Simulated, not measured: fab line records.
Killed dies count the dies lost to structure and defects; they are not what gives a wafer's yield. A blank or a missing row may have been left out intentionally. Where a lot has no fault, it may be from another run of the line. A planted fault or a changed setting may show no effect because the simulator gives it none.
Which tool is to blame? -- flow sfq_line -- 13 lots (39 wafers sampled), 1 step of a 325-step route

WHAT THE GAUGES READ, wafer by wafer
The record holds no reading of a measuring or inspecting step that can be judged against a usual standard deviation.

TOOL THAT RAN EACH LOT (tool first, then ch and the chambers of the sampled wafers, then the start)
lot,SFQ_TRILAYER_I4_CMP_CMP_100
L787,"cmp-01 ch 1,2,3, day 45 02:14"
L789,"cmp-01 ch 0,1,3, day 45 14:44"
L790,"cmp-01 ch 0,1, day 46 21:44"
L791,"cmp-02 ch 0,1,2, day 47 01:44"
L792,"cmp-01 ch 0,1,2, day 47 03:14"
L793,"cmp-01 ch 0,1,3, day 47 07:14"
L795,"cmp-01 ch 0,2,3, day 47 13:14"
L798,"cmp-02 ch 1,2, day 48 09:44"
L800,"cmp-01 ch 0,2,3, day 51 09:59"
L801,"cmp-01 ch 0,1, day 56 11:32"
L807,"cmp-02 ch 1,2, day 59 11:20"
L808,"cmp-02 ch 0,1,3, day 59 18:14"
L809,"cmp-01 ch 0,2,3, day 59 20:16"
- SFQ_TRILAYER_I4_CMP_CMP_100: polishes SiO2.

AS READ BY THE TOOLS THEMSELVES (means over the sampled wafers that have a number; for cases with no such wafer, the mark the record gives instead)
SFQ_TRILAYER_I4_CMP_CMP_100.
lot,tool,motor_current_A (A),time_to_endpoint_s (s)
L787,cmp-01,10.3,214
L789,cmp-01,9.7,208
L790,cmp-01,9.7,220
L791,cmp-02,10.7,212
L792,cmp-01,9.5,216
L793,cmp-01,10.0,215
L795,cmp-01,9.2,216
L798,cmp-02,11.5,179
L800,cmp-01,9.9,209
L801,cmp-01,9.5,211
L807,cmp-02,11.7,223
L808,cmp-02,11.2,216
L809,cmp-01,9.7,225

THE ANSWER, worked out from the rows above alone
Rule: what is usual is taken from the lots themselves. Put in order of their means at a reading, lots are off if they are a third of the lots or fewer, leave a main group of 4 or more, and stand apart from it by a gap of 3 or more times the standard deviation of the main group's means; of several such gaps the widest counts. The tables above print the reading to a certain number of digits; a main group whose means all agree to those digits is not used. Also off: a lot with no number at a reading for which 4 or more lots have one. All remaining lots with rows at the step are treated as sound. First the gauges in route order, then the tools' own readings, where a lot's mean is used as printed above. At the first step where some lot is off, the reading lying furthest off is the one used; lots without a number count as furthest.
Off: L798, at SFQ_TRILAYER_I4_CMP_CMP_100 (time_to_endpoint_s). The main group: mean 215 s, standard deviation 5.
A tool fits if, at that step or a process step before it, it ran every lot that is off, and no sound lot after the first of them. No candidate that was tried fits.

WHAT THE SIMULATOR HAD PUT IN
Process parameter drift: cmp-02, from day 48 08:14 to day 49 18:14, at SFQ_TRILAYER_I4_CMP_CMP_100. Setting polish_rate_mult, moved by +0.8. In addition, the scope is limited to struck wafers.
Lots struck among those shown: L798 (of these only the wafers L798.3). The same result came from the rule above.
